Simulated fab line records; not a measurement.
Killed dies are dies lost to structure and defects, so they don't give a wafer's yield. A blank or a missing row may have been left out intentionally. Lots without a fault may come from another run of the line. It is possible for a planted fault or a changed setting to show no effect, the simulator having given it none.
The tool behind it: which one? + flow gf180mcu + 39 wafers from 13 lots sampled at 4 of the route's 602 steps

## WHAT THE GAUGES READ, wafer by wafer
GF_POLY_GATE_CD_MEAS_18. Usual: cd nm 280.3 nm, standard deviation 1.7.
| lot  | measured     | on        | cd nm (nm)        | flag |
|------|--------------|-----------|-------------------|------|
| L308 | day 9 11:43  | cd sem-02 | 277.1 278.6 281.3 |      |
| L309 | day 9 17:05  | cd sem-02 | 280.3 279.9 280.8 |      |
| L310 | day 10 03:26 | cd sem-01 | 281.6 280.5 279.7 |      |
| L311 | day 10 04:50 | cd sem-02 | 281.2 283.8 282.8 |      |
| L315 | day 11 11:23 | cd sem-02 | 278.7 279.9 280.4 |      |
| L316 | day 11 15:29 | cd sem-02 | 278.7 279.3 280.8 |      |
| L317 | day 11 20:31 | cd sem-01 | 280.8 281.7 281.9 |      |
| L319 | day 12 10:50 | cd sem-02 | 278.8 276.8 278.2 |      |
| L320 | day 12 20:37 | cd sem-01 | 280.3 279.7 280.5 |      |
| L325 | day 14 06:35 | cd sem-02 | 282.2 282.8 283.1 |      |
| L329 | day 15 16:20 | cd sem-01 | 278.9 280.4 279.0 |      |
| L330 | day 15 18:10 | cd sem-02 | 278.5 281.4 280.4 |      |
| L331 | day 15 22:47 | cd sem-02 | 275.7 276.0 277.9 |      |

GF_HV_LDD_CD_MEAS_07: the cd target is 400 nm. Usual: cd nm 400.1 nm, standard deviation 2.8.
| lot  | measured     | on        | cd nm (nm)        | flag |
|------|--------------|-----------|-------------------|------|
| L308 | day 10 04:51 | cd sem-01 | 398.6 395.7 397.5 |      |
| L309 | day 10 11:01 | cd sem-01 | 403.2 404.5 403.1 |      |
| L310 | day 10 21:53 | cd sem-01 | 394.7 393.9 394.8 |      |
| L311 | day 10 23:11 | cd sem-01 | 403.6 401.4 403.5 |      |
| L315 | day 12 06:26 | cd sem-01 | 400.8 403.1 403.1 |      |
| L316 | day 12 11:25 | cd sem-02 | 398.9 401.8 400.8 |      |
| L317 | day 12 15:47 | cd sem-02 | 401.7 402.9 401.6 |      |
| L319 | day 13 05:25 | cd sem-01 | 397.1 396.4 396.1 |      |
| L320 | day 13 16:07 | cd sem-01 | 399.7 396.7 398.6 |      |
| L325 | day 15 03:58 | cd sem-02 | 398.8 399.0 399.8 |      |
| L329 | day 16 14:05 | cd sem-02 | 402.4 402.5 403.3 |      |
| L330 | day 16 16:59 | cd sem-02 | 402.6 402.6 401.3 |      |
| L331 | day 16 20:56 | cd sem-02 | 401.7 401.4 400.2 |      |

## WHICH TOOL RAN EACH LOT (tool, then ch and the chambers of the sampled wafers, then the start)
| lot  | GF_DUAL_GATE_STRIP_13                | GF_POLY_GATE_ETCH_13             |
|------|--------------------------------------|----------------------------------|
| L308 | plasma asher-01 ch 0,1, day 8 07:22  | rie si-02 ch 1,2,3, day 9 08:24  |
| L309 | plasma asher-01 ch 0,1, day 8 15:01  | rie si-01 ch 1,2, day 9 15:31    |
| L310 | plasma asher-01 ch 0,1, day 9 05:21  | rie si-02 ch 0,1,3, day 10 01:55 |
| L311 | plasma asher-04 ch 0,1, day 9 05:45  | rie si-01 ch 0,2,3, day 10 03:15 |
| L315 | plasma asher-01 ch 0,1, day 10 09:31 | rie si-01 ch 0,2,3, day 11 08:30 |
| L316 | plasma asher-02 ch 0,1, day 10 15:34 | rie si-01 ch 1,3, day 11 12:30   |
| L317 | plasma asher-01 ch 0,1, day 10 20:34 | rie si-01 ch 0,1,3, day 11 19:00 |
| L319 | plasma asher-02 ch 0, day 11 09:00   | rie si-01 ch 0,1,2, day 12 09:19 |
| L320 | plasma asher-04 ch 0,1, day 11 15:38 | rie si-02 ch 0,1, day 12 16:07   |
| L325 | plasma asher-02 ch 0,1, day 13 03:22 | rie si-02 ch 0,2, day 14 04:33   |
| L329 | plasma asher-04 ch 0,1, day 14 13:14 | rie si-01 ch 0,2,3, day 15 14:09 |
| L330 | plasma asher-02 ch 0,1, day 14 15:37 | rie si-02 ch 0,1,3, day 15 16:39 |
| L331 | plasma asher-02 ch 0,1, day 14 20:41 | rie si-02 ch 1,2, day 15 21:12   |
- GF_DUAL_GATE_STRIP_13: strips in O2/N2.
- GF_POLY_GATE_ETCH_13: etches poly-Si in HBr/Cl2, stops on SiO2, target depth 198.5 nm, time 69.6 s.

## WHAT THE TOOLS THEMSELVES READ (means of the sampled wafers that have a number; where no wafer has one, the mark that the record gives instead)
GF_DUAL_GATE_STRIP_13. Usual: drypump motor current A 5.7 A, standard deviation 0.56; heater power w 309 W, standard deviation 19; oes product au 0.715 a.u., standard deviation 0.0044; strip time to endpoint s 12.62 s, standard deviation 0.032.
| lot  | tool            | drypump motor current A (A) | heater power w (W) | oes product au (a.u.) | strip time to endpoint s (s) | flag |
|------|-----------------|-----------------------------|--------------------|-----------------------|------------------------------|------|
| L308 | plasma asher-01 | 6.1                         | 332                | 0.716                 | 12.58                        |      |
| L309 | plasma asher-01 | 5.6                         | 327                | 0.717                 | 12.62                        |      |
| L310 | plasma asher-01 | 5.6                         | 324                | 0.713                 | 12.67                        |      |
| L311 | plasma asher-04 | 5.4                         | 282                | 0.718                 | 12.64                        |      |
| L315 | plasma asher-01 | 5.6                         | 331                | 0.715                 | 12.60                        |      |
| L316 | plasma asher-02 | 5.5                         | 307                | 0.717                 | 12.64                        |      |
| L317 | plasma asher-01 | 5.6                         | 329                | 0.717                 | 12.64                        |      |
| L319 | plasma asher-02 | 5.4                         | 302                | 0.714                 | 12.61                        |      |
| L320 | plasma asher-04 | 5.7                         | 282                | 0.711                 | 12.62                        |      |
| L325 | plasma asher-02 | 5.6                         | 307                | 0.718                 | 12.62                        |      |
| L329 | plasma asher-04 | 5.7                         | 286                | 0.711                 | 12.63                        |      |
| L330 | plasma asher-02 | 5.5                         | 311                | 0.716                 | 12.68                        |      |
| L331 | plasma asher-02 | 5.6                         | 311                | 0.715                 | 12.61                        |      |

GF_POLY_GATE_ETCH_13. Usual: bias w 100.1 W, standard deviation 0.33; drypump motor current A 5.8 A, standard deviation 0.58; oes product au 0.985 a.u., standard deviation 0.0063; throttle valve pct 33.684 %, standard deviation 0.0089.
| lot  | tool      | bias w (W) | drypump motor current A (A) | oes product au (a.u.) | throttle valve pct (%) | flag |
|------|-----------|------------|-----------------------------|-----------------------|------------------------|------|
| L308 | rie si-02 | 99.9       | 5.9                         | 0.992                 | 33.686                 |      |
| L309 | rie si-01 | 99.9       | 5.6                         | 0.988                 | 33.690                 |      |
| L310 | rie si-02 | 99.7       | 5.9                         | 0.993                 | 33.685                 |      |
| L311 | rie si-01 | 99.8       | 5.5                         | 0.988                 | 33.681                 |      |
| L315 | rie si-01 | 100.0      | 5.5                         | 0.984                 | 33.678                 |      |
| L316 | rie si-01 | 100.3      | 5.4                         | 0.988                 | 33.681                 |      |
| L317 | rie si-01 | 100.3      | 5.6                         | 0.985                 | 33.678                 |      |
| L319 | rie si-01 | 99.6       | 5.8                         | 0.988                 | 33.682                 |      |
| L320 | rie si-02 | 100.0      | 5.9                         | 0.982                 | 33.682                 |      |
| L325 | rie si-02 | 100.4      | 6.7                         | 0.988                 | 33.683                 |      |
| L329 | rie si-01 | 99.9       | 5.5                         | 0.984                 | 33.679                 |      |
| L330 | rie si-02 | 100.3      | 5.9                         | 0.983                 | 33.676                 |      |
| L331 | rie si-02 | 100.1      | 5.9                         | 0.982                 | 33.682                 |      |

## THE ANSWER, worked out from the rows above alone
Rule: a lot is off if the mean of its wafers that have a number lies more than 3 standard deviations from the usual mean. A lot without any number at a reading at which 4 lots or more have one is off too. All remaining lots with rows at the step are treated as sound. After the gauges, taken in route order, come the tools' own readings; for these a lot's mean is taken, as printed above. The first step at which some lot is off is used, and at that step the reading that is off furthest; a lot without a number counts as furthest.
Across all readings shown, no lot is off: no conclusion can be drawn from this.

## WHAT THE SIMULATOR PUT IN
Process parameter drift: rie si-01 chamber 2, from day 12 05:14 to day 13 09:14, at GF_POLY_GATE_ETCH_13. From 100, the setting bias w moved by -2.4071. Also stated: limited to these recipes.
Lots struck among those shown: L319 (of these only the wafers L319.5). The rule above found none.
